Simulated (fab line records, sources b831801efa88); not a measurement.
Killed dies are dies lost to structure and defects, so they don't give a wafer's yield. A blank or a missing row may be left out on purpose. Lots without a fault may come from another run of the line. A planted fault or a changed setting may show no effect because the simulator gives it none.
Which tool did it? | flow gf180mcu | 14 lots, 42 wafers sampled, at 6 steps of a route of 602

WHAT THE GAUGES READ, wafer by wafer
GF_V5_CD_MEAS_14: target cd 260 nm.
lot  | measured     | on        | cd_nm (nm)
L770 | day 27 16:52 | cd_sem-02 | 260.6 260.3 260.5
L771 | day 27 21:22 | cd_sem-02 | 262.0 261.2 262.1
L774 | day 29 08:37 | cd_sem-02 | 262.0 262.7 262.8
L780 | day 30 17:19 | cd_sem-01 | 260.2 260.5 260.5
L779 | day 30 22:09 | cd_sem-01 | 262.0 261.5 261.6
L781 | day 31 06:13 | cd_sem-02 | 258.9 259.6 259.8
L782 | day 31 06:16 | cd_sem-01 | 259.1 258.9 258.5
L786 | day 32 10:23 | cd_sem-01 | 260.7 260.1 260.4
L785 | day 32 10:43 | cd_sem-01 | 260.4 260.5 259.7
L787 | day 32 15:44 | cd_sem-01 | 260.7 260.5 260.5
L788 | day 33 02:57 | cd_sem-01 | 260.5 259.2 260.7
L791 | day 33 14:38 | cd_sem-01 | 261.2 260.6 260.3
L793 | day 33 23:52 | cd_sem-01 | 262.0 260.2 261.5
L792 | day 34 00:50 | cd_sem-01 | 260.3 262.3 262.4

GF_PASSIVATION_BOW_MEAS_14.
lot  | measured     | on            | PASSIVATION_BOW (um)
L770 | day 29 13:34 | film_metro-02 | 145 127 139
L771 | day 29 17:35 | film_metro-02 | 126 124 137
L774 | day 31 03:40 | film_metro-01 | 144 145 141
L780 | day 32 09:06 | film_metro-02 | 149 141 138
L779 | day 32 14:03 | film_metro-01 | 131 132 124
L781 | day 32 22:02 | film_metro-01 | 94 103 108
L782 | day 32 22:12 | film_metro-02 | 118 108 100
L786 | day 33 23:11 | film_metro-04 | 147 144 131
L785 | day 34 00:10 | film_metro-04 | 144 133 130
L787 | day 34 05:03 | film_metro-02 | 133 142 140
L788 | day 34 14:28 | film_metro-04 | 139 144 141
L791 | day 35 02:36 | film_metro-01 | 127 125 132
L793 | day 35 06:59 | film_metro-04 | 141 142 142
L792 | day 35 09:56 | film_metro-04 | 136 145 130

WHICH TOOL RAN EACH LOT (tool, then ch and the chambers of the sampled wafers, then the start)
lot  | GF_TOP_METAL_STRIP_17                | GF_PASSIVATION_CVD_00           | GF_PASSIVATION_ETCH_11             | GF_PASSIVATION_STRIP_12
L770 | plasma_asher-04 ch 0,1, day 28 15:29 | pecvd-02 ch 1,2, day 28 16:03   | rie_diel-01 ch 0,1,2, day 29 11:43 | plasma_asher-04 ch 0, day 29 11:58
L771 | plasma_asher-03 ch 0,1, day 28 19:36 | pecvd-02 ch 0,1,2, day 28 20:08 | rie_diel-04 ch 1,3, day 29 15:37   | plasma_asher-04 ch 0,1, day 29 15:59
L774 | plasma_asher-04 ch 0,1, day 30 05:48 | pecvd-04 ch 0,1,2, day 30 06:20 | rie_diel-01 ch 0,2,3, day 31 01:49 | plasma_asher-04 ch 0,1, day 31 02:04
L780 | plasma_asher-04 ch 0,1, day 31 13:04 | pecvd-04 ch 0,2, day 31 13:37   | rie_diel-04 ch 2,3, day 32 07:13   | plasma_asher-04 ch 0,1, day 32 07:29
L779 | plasma_asher-03 ch 0,1, day 31 18:08 | pecvd-02 ch 0,1, day 31 18:43   | rie_diel-01 ch 0,1,3, day 32 12:13 | plasma_asher-04 ch 0,1, day 32 12:27
L781 | plasma_asher-03 ch 0,1, day 32 02:07 | pecvd-03 ch 0,1,2, day 32 02:40 | rie_diel-04 ch 0,1,3, day 32 20:10 | plasma_asher-04 ch 0,1, day 32 20:26
L782 | plasma_asher-04 ch 1, day 32 02:17   | pecvd-02 ch 0,1,2, day 32 02:53 | rie_diel-01 ch 0,2,3, day 32 20:20 | plasma_asher-01 ch 0,1, day 32 20:35
L786 | plasma_asher-04 ch 0,1, day 33 05:02 | pecvd-04 ch 0,1, day 33 05:34   | rie_diel-02 ch 0,2, day 33 21:20   | plasma_asher-01 ch 0,1, day 33 21:35
L785 | plasma_asher-02 ch 0,1, day 33 05:52 | pecvd-03 ch 1,2, day 33 06:25   | rie_diel-04 ch 0,1,2, day 33 22:19 | plasma_asher-01 ch 0,1, day 33 22:34
L787 | plasma_asher-04 ch 0,1, day 33 10:20 | pecvd-02 ch 0,1,2, day 33 10:52 | rie_diel-04 ch 1,2,3, day 34 03:13 | plasma_asher-01 ch 0,1, day 34 03:27
L788 | plasma_asher-02 ch 0,1, day 33 20:48 | pecvd-03 ch 0,1,2, day 33 21:21 | rie_diel-01 ch 0,2,3, day 34 12:34 | plasma_asher-03 ch 0,1, day 34 12:50
L791 | plasma_asher-02 ch 0,1, day 34 08:29 | pecvd-02 ch 0,2, day 34 08:59   | rie_diel-02 ch 0,1,3, day 35 00:43 | plasma_asher-04 ch 0,1, day 35 00:59
L793 | plasma_asher-02 ch 0,1, day 34 17:41 | pecvd-02 ch 0,1,2, day 34 18:11 | rie_diel-04 ch 0,2, day 35 05:04   | plasma_asher-04 ch 0,1, day 35 05:20
L792 | plasma_asher-02 ch 0,1, day 35 03:08 | pecvd-04 ch 0,2, day 35 03:40   | rie_diel-02 ch 0,1,3, day 35 08:05 | plasma_asher-01 ch 0,1, day 35 08:20
- GF_TOP_METAL_STRIP_17: strips in O2/N2.
- GF_PASSIVATION_CVD_00: deposits SiO2 from TEOS, target thk 1000 nm, time 111.95 s.
- GF_PASSIVATION_ETCH_11: etches the open film in CF4/O2, stops on TiN, target depth 1800 nm, time 400 s.
- GF_PASSIVATION_STRIP_12: strips in O2/N2.

WHAT THE TOOLS THEMSELVES READ (means of the sampled wafers that have a number; where no wafer has one, the mark that the record gives instead)
GF_TOP_METAL_STRIP_17.
lot  | tool            | drypump_motor_current_A (A) | heater_power_w (W) | n2_flow_sccm (sccm) | oes_product_au (a.u.) | strip_time_to_endpoint_s (s)
L770 | plasma_asher-04 | 5.6                         | 376                | 299.4               | 0.710                 | 13.48
L771 | plasma_asher-03 | 5.4                         | 306                | 299.5               | 0.708                 | 13.36
L774 | plasma_asher-04 | 5.6                         | 370                | 299.7               | 0.711                 | 13.49
L780 | plasma_asher-04 | 5.6                         | 371                | 300.5               | 0.711                 | 13.44
L779 | plasma_asher-03 | 5.4                         | 301                | 298.3               | 0.707                 | 13.37
L781 | plasma_asher-03 | 5.4                         | 301                | 301.7               | 0.709                 | 13.41
L782 | plasma_asher-04 | 6.4                         | 401                | 299.7               | 0.712                 | 13.43
L786 | plasma_asher-04 | 6.0                         | 395                | 299.9               | 0.712                 | 13.41
L785 | plasma_asher-02 | 6.1                         | 329                | 300.1               | 0.709                 | 13.43
L787 | plasma_asher-04 | 5.6                         | 367                | 300.8               | 0.711                 | 13.33
L788 | plasma_asher-02 | 5.9                         | 348                | 300.3               | 0.711                 | 13.34
L791 | plasma_asher-02 | 6.2                         | 333                | 300.2               | 0.706                 | 13.46
L793 | plasma_asher-02 | 5.9                         | 347                | 300.7               | 0.715                 | 13.44
L792 | plasma_asher-02 | 6.2                         | 333                | 299.2               | 0.711                 | 13.54

GF_PASSIVATION_CVD_00.
lot  | tool     | heater_power_outer_w (W) | heater_power_w (W) | susceptor_temp_C (C)
L770 | pecvd-02 | 414                      | 729                | 399.91
L771 | pecvd-02 | 443                      | 741                | 399.87
L774 | pecvd-04 | 353                      | 640                | 399.90
L780 | pecvd-04 | 266                      | 520                | 400.10
L779 | pecvd-02 | 430                      | 767                | 399.92
L781 | pecvd-03 | -                        | -                  | -
L782 | pecvd-02 | -                        | -                  | -
L786 | pecvd-04 | 426                      | 751                | 400.35
L785 | pecvd-03 | 279                      | 553                | 399.98
L787 | pecvd-02 | 422                      | 725                | 399.78
L788 | pecvd-03 | 295                      | 580                | 399.94
L791 | pecvd-02 | 478                      | 762                | 400.01
L793 | pecvd-02 | 412                      | 710                | 400.01
L792 | pecvd-04 | 264                      | 552                | 399.97

GF_PASSIVATION_ETCH_11.
lot  | tool        | drypump_motor_current_A (A) | oes_product_au (a.u.) | throttle_valve_pct (%)
L770 | rie_diel-01 | 5.2                         | 0.959                 | 5.965
L771 | rie_diel-04 | 5.9                         | 0.953                 | 5.946
L774 | rie_diel-01 | 5.7                         | 0.959                 | 5.953
L780 | rie_diel-04 | 5.4                         | 0.962                 | 5.965
L779 | rie_diel-01 | 5.3                         | 0.962                 | 5.958
L781 | rie_diel-04 | 5.4                         | 0.978                 | 5.967
L782 | rie_diel-01 | 5.7                         | 0.983                 | 5.964
L786 | rie_diel-02 | 5.6                         | 0.960                 | 5.956
L785 | rie_diel-04 | 5.6                         | 0.958                 | 5.968
L787 | rie_diel-04 | 5.7                         | 0.957                 | 5.960
L788 | rie_diel-01 | 5.7                         | 0.961                 | 5.965
L791 | rie_diel-02 | 5.4                         | 0.965                 | 5.967
L793 | rie_diel-04 | 5.2                         | 0.956                 | 5.955
L792 | rie_diel-02 | 5.4                         | 0.958                 | 5.962

GF_PASSIVATION_STRIP_12.
lot  | tool            | drypump_motor_current_A (A) | heater_power_w (W) | n2_flow_sccm (sccm) | oes_product_au (a.u.) | strip_time_to_endpoint_s (s)
L770 | plasma_asher-04 | 5.2                         | 357                | 300.6               | 0.704                 | 35.99
L771 | plasma_asher-04 | 5.6                         | 374                | 300.2               | 0.705                 | 36.07
L774 | plasma_asher-04 | 6.0                         | 386                | 299.9               | 0.708                 | 35.92
L780 | plasma_asher-04 | 5.6                         | 371                | 300.2               | 0.703                 | 36.03
L779 | plasma_asher-04 | 6.0                         | 384                | 300.9               | 0.707                 | 36.02
L781 | plasma_asher-04 | 5.6                         | 374                | 299.2               | 0.707                 | 36.06
L782 | plasma_asher-01 | 5.2                         | 287                | 300.6               | 0.710                 | 35.92
L786 | plasma_asher-01 | 5.2                         | 290                | 300.7               | 0.707                 | 36.23
L785 | plasma_asher-01 | 5.0                         | 301                | 299.3               | 0.710                 | 36.17
L787 | plasma_asher-01 | 5.0                         | 306                | 300.2               | 0.708                 | 35.98
L788 | plasma_asher-03 | 5.5                         | 307                | 300.2               | 0.705                 | 36.33
L791 | plasma_asher-04 | 6.0                         | 388                | 299.5               | 0.704                 | 35.94
L793 | plasma_asher-04 | 5.6                         | 369                | 299.5               | 0.704                 | 36.08
L792 | plasma_asher-01 | 5.0                         | 303                | 300.0               | 0.709                 | 36.13

THE ANSWER, worked out from the rows above alone
Rule: what is usual is taken from the lots themselves. Put in order of their means at a reading, lots are off if they are a third of the lots or fewer, leave a main group of 4 or more, and stand apart from it by a gap of 3 or more times the standard deviation of the main group's means; of several such gaps the widest counts. A main group whose means are all the same, to the digits that the tables above print for the reading, isn't used. A lot without any number at a reading at which 4 lots or more have one is off too. The other lots that the step has rows for count as sound. The gauges are gone through in route order, then the tools' own readings, and for those a lot's mean is taken as printed above. The first step at which some lot is off is used, and at that step the reading that is off furthest; a lot without a number counts as furthest.
Off: L781, L782, at GF_PASSIVATION_BOW_MEAS_14 (PASSIVATION_BOW). The main group: mean 137 um, standard deviation 5.3.
A tool fits if, at a process step before that reading, it ran every lot that is off, and no sound lot after the first of them. The gauges at GF_PASSIVATION_BOW_MEAS_14 aren't tried: what is off there is off at GF_PASSIVATION_CVD_00 too, on other tools, and a gauge's error can't cause that. None of those tried fits.

WHAT THE SIMULATOR HAD PUT IN
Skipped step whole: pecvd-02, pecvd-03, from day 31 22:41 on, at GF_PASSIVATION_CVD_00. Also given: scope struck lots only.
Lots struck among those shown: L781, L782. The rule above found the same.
